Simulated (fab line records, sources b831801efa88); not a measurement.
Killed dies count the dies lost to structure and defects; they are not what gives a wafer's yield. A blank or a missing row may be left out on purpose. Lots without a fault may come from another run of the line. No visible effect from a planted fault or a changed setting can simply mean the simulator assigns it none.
Matching of chambers -- flow sky130 -- cmp-01 running SKY_FIELD_ISO_CMP_27: 4 sister chambers
The step polishes, stops on Si3N4, t overpolish 16 s, target thk 457.8 nm. 8 wafers are shown with their chamber, then 9 later ones without.

WAFERS PAIRED WITH THEIR CHAMBERS
wafer,chamber,motor_current_A (A),time_to_endpoint_s (s)
L732.4,1,13.9,115
L732.6,1,13.5,114
L735.6,2,12.8,111
L733.5,0,14.9,117
L733.6,3,11.3,109
L736.2,2,12.7,118
L736.3,3,10.7,114
L736.5,0,14.4,111

WAFERS MISSING THEIR CHAMBER
wafer,motor_current_A (A),time_to_endpoint_s (s)
L744.2,14.0,111
L744.5,11.3,106
L744.6,13.2,111
L750.2,13.9,110
L750.4,13.5,108
L750.5,14.4,113
L751.1,13.7,117
L751.2,12.3,115
L751.5,12.0,118

CHAMBER TAKEN BY EACH
wafer,from the rows above,in truth
L744.2,can't be placed: 1 or 0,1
L744.5,3,3
L744.6,can't be placed: 2 or 1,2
L750.2,can't be placed: 1 or 0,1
L750.4,can't be placed: 1 or 2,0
L750.5,can't be placed: 0 or 1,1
L751.1,1,1
L751.2,2,2
L751.5,can't be placed: 2 or 3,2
3 of 9 placed correctly. Unplaceable from these rows: 6, with the true chamber sitting among the candidates in 5. Placed wrongly: 0.
How it was worked out, from the rows above alone: a wafer's distance from a chamber is the root of the sum, over the readings, of the square of ((its reading less the chamber's mean) divided by the reading's scatter). If the next closest chamber is less than 2 further off than the closest, the wafer can't be placed; otherwise it belongs to the closest. A chamber's mean is the mean of its shown wafers. The scatter: take each reading less its chamber's mean, square it, sum over the shown wafers, divide by the number of wafers less the number of chambers, and take the root.
